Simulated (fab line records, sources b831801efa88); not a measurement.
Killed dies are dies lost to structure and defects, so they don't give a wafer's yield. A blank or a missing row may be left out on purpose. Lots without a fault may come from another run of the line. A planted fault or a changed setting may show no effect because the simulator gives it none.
Chamber matching | flow gf180mcu | GF_CONTACT_ETCH_16 on rie_diel-03: 4 sister chambers
The step etches BARC in N2/H2. 4 wafers are shown with their chamber, then 7 later ones without.

WAFERS WITH THEIR CHAMBER
wafer  | chamber | drypump_motor_current_A (A)
L859.2 | 2       | 5.5
L859.5 | 1       | 5.7
L866.1 | 0       | 5.8
L866.5 | 3       | 5.8

WAFERS WITHOUT THEIR CHAMBER
wafer  | drypump_motor_current_A (A)
L866.6 | 5.9
L868.1 | 5.5
L868.2 | 5.7
L868.3 | 5.7
L873.2 | 5.8
L873.3 | 5.8
L873.4 | 5.8

WHICH CHAMBER EACH WENT THROUGH
wafer  | from the rows above     | in truth
L866.6 | can't be placed: 0 or 3 | 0
L868.1 | 2                       | 2
L868.2 | 1                       | 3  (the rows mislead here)
L868.3 | 1                       | 1
L873.2 | can't be placed: 0 or 3 | 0
L873.3 | can't be placed: 0 or 3 | 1
L873.4 | can't be placed: 0 or 3 | 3
Placed correctly: 2 of 7. Can't be placed from these rows: 4 (the true chamber is among the candidates in 3). Placed wrongly: 1.
How it was worked out, from the rows above alone: a wafer's distance from a chamber is the root of the sum, over the readings, of the square of ((its reading less the chamber's mean) divided by the reading's scatter). The wafer belongs to the nearest chamber; if the next one is less than 2 further off, it can't be placed. A chamber's mean is the mean of its shown wafers. The scatter: with one shown wafer a chamber, the root of the mean of the squares of how far each hidden wafer lies from its nearest shown one.
